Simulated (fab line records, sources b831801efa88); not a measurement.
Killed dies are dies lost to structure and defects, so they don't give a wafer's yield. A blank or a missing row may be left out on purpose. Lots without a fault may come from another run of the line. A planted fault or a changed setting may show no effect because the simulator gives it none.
Problem report in the 8D (eight disciplines) form, filled by code | flow sky130 | the parts of the form that need people (team, actions taken, sign-off) are left out

1. THE PROBLEM
end_station_pressure_torr at SKY_POLY_GATE_IMPLANT_02 reads a mean of 4.78e-05 Torr on 6 wafers of 2 lots; wafers without a fault read 1.08e-05 Torr with a standard deviation of 7.1e-07. That is +52 standard deviations from the usual mean.
First seen on wafer L186.1, day 20 05:40, on implanter-03. The record holds 33 wafers of 11 lots with a number at this step. Rule for "out", or "out of limits": more than 4 standard deviations from the usual mean. The other wafers with a number count as sound.

2. WHAT IT IS AND WHAT IT IS NOT
question                    | is                        | is not
which readings at this step | end_station_pressure_torr | -
which lots                  | L186, L188                | L173, L176, L177, L181, L182, L183, L187, L189, L195
which wafers of those lots  | all that have a number    | -
read on which tools         | implanter-03              | implanter-01, implanter-04
when                        | from day 20 05:40         | up to then (18 sound wafers); but 9 sound wafers of L187, L189, L195 came after

3. SUSPECTS, AND WHAT RULES EACH OUT
Counting: a tool at a process step up to the reading stays a suspect if it ran every lot that is out and no sound lot after the first of them.
- implanter-03 at SKY_POLY_GATE_IMPLANT_02: kept. It ran every lot that is out, first L186 (day 20 05:40), and no sound lot after that; its last sound lot up to then is L182 (day 18 23:26). Its own readings are out on those wafers: end_station_pressure_torr.
Left after counting: implanter-03 at SKY_POLY_GATE_IMPLANT_02.

4. THE CAUSE (what the simulator had put in)
Process parameter drift: implanter-03, from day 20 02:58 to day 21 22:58, at SKY_POLY_GATE_IMPLANT_02. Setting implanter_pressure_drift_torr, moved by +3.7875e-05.
Process parameter drift: implanter-03, from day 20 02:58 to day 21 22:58, at SKY_POLY_GATE_IMPLANT_02. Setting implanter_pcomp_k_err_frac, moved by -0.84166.
Counting left only this tool.

5. THE CHAIN OF EFFECTS, in route order
Each row: a reading whose mean over the struck wafers that have a number lies more than 3 standard deviations from the usual. Only readings for which the record gives a usual standard deviation are gone through. hours: the time from each lot's start at the first step in this table that gives one to its start at this step, as a median over the lots. sigmas: the change in usual standard deviations.
hours | step                     | reading                   | usual         | on struck wafers | change    | sigmas
0     | SKY_POLY_GATE_IMPLANT_02 | beam_on_s                 | 35.5 s        | 42.3             | +6.8      | +3.6
0     | SKY_POLY_GATE_IMPLANT_02 | end_station_pressure_torr | 1.08e-05 Torr | 4.78e-05         | +3.70e-05 | +52
0     | SKY_RES_PROTECT_STRIP_07 | strip_time_to_endpoint_s  | 23.32 s       | 23.86            | +0.54     | +12
The process steps in it:
- SKY_POLY_GATE_IMPLANT_02
- SKY_RES_PROTECT_STRIP_07: strips in O2/N2.
Later measuring or inspecting steps at which every struck wafer that the step has a row for has a number for every such reading, and none has moved that far: SKY_CONTACT_OVL_MEAS_15.

6. WHAT WOULD HAVE CAUGHT IT SOONER
In this record the first reading out of limits was taken at day 20 05:40, 3 hours after the fault began at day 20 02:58.
